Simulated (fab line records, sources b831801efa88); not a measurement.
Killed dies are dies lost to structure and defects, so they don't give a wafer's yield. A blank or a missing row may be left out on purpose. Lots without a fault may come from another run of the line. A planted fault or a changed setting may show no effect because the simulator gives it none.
fab line records | flow sky130
record lots=11 wafers=33 last_day=50
route steps=708 shown VIA3@589 CAP2M@615 VIA4@639
lots that met no fault: from a run of the same line without faults
start_h: hours from the record's first day to the start of the lot's first wafer shown | wait_h: hours since the lot's step before | " the same as in the row above | L1.1+2: a row that stands for several wafers | - no value, or no start given | * or withheld: withheld | < > ~ a bound
route shown NAME@n: a module of which the file shows steps, and the number in the route of the first | usual: mean/standard deviation of fault-free wafers | same: alike in all rows | chamber/n: place in a boat | sites: the reading at each site | _std_site: their standard deviation | _edge_site: outer sites' mean less inner sites' | radius_mm: how far each site lies from the wafer's centre | mask NAME#n: copy n | behind: the tool/chamber that last shaped the wafer | hold: why the lot was held/for how many hours/how that ended | device: the transistor (n, p or np) that didn't switch | end of line: the same wafers' tests at the end of the route | a step without rows: its recipe alone | killed: dies lost to structure and defects at the first sort, not the wafer's yield | map: a wafer's dies, x killed, . not, _ none there
set.NAME: the setting as run; set.NAME@STEP: as run at that earlier step | model.NAME: the simulator's own value behind a step, which no gauge read
steps of the route over a sample of lots; a table a step, a row a wafer
services: from which hour (start_h, from the record's first day; less than 0 if before it) a tool's chamber was out of use, for how many hours, and why
## steps
# step SKY_VIA3_STRIP_16
# recipe chemistry=O2/N2 power_w=1400 pressure_mtorr=1500 platen_temp_c=withheld o2_flow_sccm=3000 n2_flow_sccm=300 overash_fraction=0.5
# usual drypump_motor_current_A=5.6/0.51 oes_product_au=0.402/0.0045 strip_time_to_endpoint_s=4.126/0.027
# same overash_fraction=0.5
# columns lot.wafer tool chamber start_h wait_h drypump_motor_current_A oes_product_au rf_hours_counter_h strip_time_to_endpoint_s
L762.2 plasma_asher-02 1 930.20 0.0 5.9 0.396 83 4.075
L762.3 " 1 " " 5.9 0.394 - 4.109
L762.6 " 0 " " 5.9 0.401 - 4.081
L763.1 plasma_asher-04 1 939.60 0.0 6.5 0.405 17 4.142
L763.2 " 0 " " 5.1 0.400 17 4.140
L763.3 " 1 " " 6.4 0.405 - 4.165
L769.1 plasma_asher-01 0 984.06 0.0 5.6 0.403 125 4.152
L769.4 " 1 " " 5.2 0.399 - 4.166
L769.5 " 0 " " 5.5 0.401 - 4.109
L771.1 plasma_asher-04 1 997.26 0.0 6.5 0.395 22 4.099
L771.2 " 0 " " 5.1 0.396 22 4.137
L771.3 " 1 " " 6.4 0.404 - 4.152
L774.3 plasma_asher-04 1 1017.24 0.1 6.4 0.402 - 4.180
L774.5 " 0 " " 5.2 0.400 - 4.164
L774.6 " 1 " " 6.4 0.404 - 4.183
L775.2 plasma_asher-02 0 1018.81 0.0 5.9 0.395 92 4.159
L775.3 " 1 " " 5.9 0.406 - 4.162
L775.6 " 0 " " 5.9 0.401 - 4.162
L776.1 plasma_asher-04 1 1027.28 0.0 6.4 0.403 25 4.145
L776.2 " 0 " " 5.2 0.402 25 4.088
L776.5 " 0 " " 5.1 0.407 - 4.113
L777.1 plasma_asher-01 0 1028.90 0.0 5.5 0.404 129 4.091
L777.5 " 0 " " 5.5 0.394 - 4.089
L777.6 " 1 " " 5.2 0.403 - 4.120
L778.1 plasma_asher-01 1 1042.85 0.0 5.2 0.399 131 4.110
L778.5 " 0 " " 5.5 0.399 - 4.153
L778.6 " 1 " " 5.2 0.400 - 4.128
L780.1 plasma_asher-02 1 1053.06 0.0 5.9 0.401 96 4.108
L780.2 " 0 " " 5.9 0.401 96 4.118
L780.6 " 1 " " 5.9 0.400 - 4.103
L783.3 plasma_asher-04 0 1071.43 0.1 5.2 0.410 - 4.123
L783.4 " 1 " " 6.4 0.406 - 4.145
L783.5 " 0 " " 5.2 0.404 - 4.123
# step SKY_CAP2M_OVL_MEAS_12
# usual CAP2M_OVL=-0.3/1.2
# columns lot.wafer tool chamber start_h wait_h CAP2M_OVL[nm]
L762.2 overlay-02 - 956.05 0.1 1.2
L762.3 " - " " -0.1
L762.6 " - " " 0.5
L763.1 overlay-01 - 964.80 0.1 0.8
L763.2 " - " " 1.5
L763.3 " - " " 1.6
L769.1 overlay-02 - 1009.24 0.1 -2.0
L769.4 " - " " -2.1
L769.5 " - " " -2.9
L771.1 overlay-01 - 1022.01 0.1 -0.3
L771.2 " - " " 0.1
L771.3 " - " " -0.7
L774.3 overlay-01 - 1040.55 0.1 -0.5
L774.5 " - " " 0.2
L774.6 " - " " 0.7
L775.2 overlay-01 - 1042.17 0.1 0.3
L775.3 " - " " 0.1
L775.6 " - " " -0.2
L776.1 overlay-02 - 1051.71 0.1 0.9
L776.2 " - " " 0.1
L776.5 " - " " 0.6
L777.1 overlay-02 - 1052.36 0.1 -1.8
L777.5 " - " " -1.1
L777.6 " - " " 0.3
L778.1 overlay-02 - 1066.65 0.1 -2.6
L778.5 " - " " -2.0
L778.6 " - " " -3.0
L780.1 overlay-02 - 1076.29 0.1 -0.4
L780.2 " - " " -0.5
L780.6 " - " " -0.5
L783.3 overlay-01 - 1094.57 0.1 -1.3
L783.4 " - " " -1.1
L783.5 " - " " -1.4
# step SKY_VIA4_HDPCVD_00
# recipe material=SiO2 target_thk_nm=1750 sigma_open_frac=0.3 time_s=291.7 temp_c=400 sih4_flow_sccm=60 pressure_mtorr=6
# usual run_length_s=319.3/0.66
# columns lot.wafer tool chamber start_h wait_h run_length_s
L762.2 hdpcvd-02 1 983.04 0.0 318.4
L762.3 " 0 " " 320.1
L762.6 " 1 " " 318.3
L763.1 hdpcvd-01 0 989.60 0.0 318.9
L763.2 " 1 " " 319.7
L763.3 " 2 " " 320.0
L769.1 hdpcvd-01 2 1033.51 0.0 319.8
L769.4 " 0 " " 318.4
L769.5 " 2 " " 319.8
L771.1 hdpcvd-02 0 1046.28 0.0 318.9
L771.2 " 1 " " 318.3
L771.3 " 2 " " 318.8
L774.3 hdpcvd-01 0 1064.95 0.0 318.9
L774.5 " 2 " " 320.1
L774.6 " 1 " " 319.8
L775.2 hdpcvd-02 1 1066.57 0.0 318.4
L775.3 " 0 " " 319.2
L775.6 " 2 " " 318.9
L776.1 hdpcvd-01 0 1074.63 0.0 318.6
L776.2 " 2 " " 320.4
L776.5 " 0 " " 318.3
L777.1 hdpcvd-01 0 1075.75 0.0 318.5
L777.5 " 1 " " 319.6
L777.6 " 2 " " 319.7
L778.1 hdpcvd-01 2 1089.48 0.0 320.1
L778.5 " 2 " " 320.1
L778.6 " 1 " " 320.7
L780.1 hdpcvd-01 2 1098.30 0.0 328.8
L780.2 " 0 " " 327.4
L780.6 " 1 " " 328.9
L783.3 hdpcvd-01 0 1116.69 0.0 327.4
L783.4 " 1 " " 328.8
L783.5 " 0 " " 327.3
# step SKY_VIA4_THK_MEAS_01
# recipe reads=SiO2_of_VIA4_HDPCVD_00
# usual VIA4_HDPCVD_THK=1741/15
# columns lot.wafer tool chamber start_h wait_h hold VIA4_HDPCVD_THK[nm]
L762.2 film_metro-01 - 983.23 0.1 - 1714
L762.3 " - " " - 1733
L762.6 " - " " - 1717
L763.1 film_metro-02 - 989.78 0.1 - 1722
L763.2 " - " " - 1710
L763.3 " - " " - 1742
L769.1 film_metro-02 - 1033.68 0.1 - 1728
L769.4 " - " " - 1726
L769.5 " - " " - 1718
L771.1 film_metro-02 - 1046.46 0.1 - 1739
L771.2 " - " " - 1718
L771.3 " - " " - 1733
L774.3 film_metro-04 - 1065.14 0.1 - 1743
L774.5 " - " " - 1761
L774.6 " - " " - 1741
L775.2 film_metro-04 - 1066.76 0.1 - 1714
L775.3 " - " " - 1739
L775.6 " - " " - 1718
L776.1 film_metro-02 - 1074.81 0.1 - 1772
L776.2 " - " " - 1756
L776.5 " - " " - 1751
L777.1 film_metro-01 - 1075.93 0.1 - 1744
L777.5 " - " " - 1727
L777.6 " - " " - 1746
L778.1 film_metro-02 - 1089.66 0.1 - 1746
L778.5 " - " " - 1724
L778.6 " - " " - 1735
L780.1 film_metro-01 - 1098.48 0.1 await_dispo/0.2h/release 1801
L780.2 " - " " await_dispo/0.2h/release 1804
L780.6 " - " " await_dispo/0.2h/release 1801
L780.1 film_metro-01 - 1098.75 0.3 - 1798
L780.2 " - " " - 1804
L780.6 " - " " - 1800
L783.3 film_metro-04 - 1116.89 0.1 - 1789
L783.4 " - " " - 1791
L783.5 " - " " - 1786
# step SKY_VIA4_ETCH_12
# recipe target=SiO2 chemistry=C4F8/O2/Ar stop_on=TiN mask_material=NOVOLAK source_w=1442 bias_w=1200 pressure_mtorr=40 c4f8_flow_sccm=withheld O2_flow_sccm=6 Ar_flow_sccm=300 time_s=withheld target_depth_a=5800
# usual oes_product_au=0.925/0.0044
# columns lot.wafer tool chamber start_h wait_h oes_product_au
L762.2 rie_diel-03 3 1006.55 0.0 0.929
L762.3 " 0 " " 0.914
L762.6 " 3 " " 0.926
L763.1 rie_diel-03 1 1012.98 0.0 0.920
L763.2 " 2 " " 0.923
L763.3 " 3 " " 0.924
L769.1 rie_diel-01 2 1056.13 0.0 0.925
L769.4 " 1 " " 0.919
L769.5 " 2 " " 0.919
L771.1 rie_diel-03 0 1068.98 0.0 0.923
L771.2 " 2 " " 0.923
L771.3 " 1 " " 0.924
L774.3 rie_diel-02 1 1085.80 0.0 0.924
L774.5 " 2 " " 0.926
L774.6 " 1 " " 0.927
L775.2 rie_diel-02 2 1087.98 0.0 0.923
L775.3 " 1 " " 0.924
L775.6 " 2 " " 0.924
L776.1 rie_diel-03 1 1095.23 0.0 0.929
L776.2 " 2 " " 0.920
L776.5 " 1 " " 0.915
L777.1 rie_diel-01 0 1096.68 0.0 0.931
L777.5 " 3 " " 0.930
L777.6 " 2 " " 0.926
L778.1 rie_diel-01 3 1110.33 0.0 0.924
L778.5 " 1 " " 0.922
L778.6 " 2 " " 0.924
L780.1 rie_diel-01 0 1119.38 0.0 0.927
L780.2 " 2 " " 0.928
L780.6 " 3 " " 0.936
L783.3 rie_diel-02 0 1134.93 0.0 0.919
L783.4 " 2 " " 0.930
L783.5 " 0 " " 0.931
## services
# columns tool chamber start_h hours kind
rie_diel-02 0 910.77 6.9 repair
rie_diel-01 - 912.76 14.6 pm
plasma_asher-04 - 926.84 6.6 repair
rie_diel-01 1 927.38 7.2 repair
rie_diel-03 3 937.43 8.2 repair
hdpcvd-01 0 944.70 9.0 repair
hdpcvd-02 - 950.25 15.0 pm
rie_diel-02 - 954.11 0.7 repair
plasma_asher-04 - 958.24 2.8 pm
plasma_asher-01 - 1011.11 1.3 repair
plasma_asher-02 - 1015.00 3.8 repair
rie_diel-01 2 1025.53 2.7 repair
rie_diel-03 0 1052.98 5.5 repair
plasma_asher-01 - 1055.25 9.0 pm
rie_diel-03 3 1065.14 13.8 repair
rie_diel-02 3 1083.11 4.0 repair
plasma_asher-04 - 1091.12 0.5 repair
hdpcvd-02 2 1092.77 23.1 repair
rie_diel-01 1 1093.02 7.4 repair
rie_diel-02 2 1094.89 5.5 repair
rie_diel-03 0 1114.13 8.2 repair
hdpcvd-02 0 1114.66 1.8 repair
plasma_asher-01 - 1115.72 2.8 pm
rie_diel-03 - 1121.48 15.6 pm
## key
first_sign step=SKY_VIA4_HDPCVD_00 reading=run_length_s direction=up sigmas=13 usual=* struck=*
effect step=SKY_VIA4_THK_MEAS_01 reading=visit direction=added
met_at SKY_VIA4_HDPCVD_00
struck_lots L780,L783
not_acting_at SKY_VIA3_STRIP_16,SKY_CAP2M_OVL_MEAS_12,SKY_VIA4_ETCH_12
onset_between 1089.48 1098.30
fault kind=process_parameter_drift tool=hdpcvd-01 chamber=- onset_h=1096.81 steps=SKY_VIA4_HDPCVD_00 channel=time_s offset=* shape=step end_h=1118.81 acts_in=* stated=*
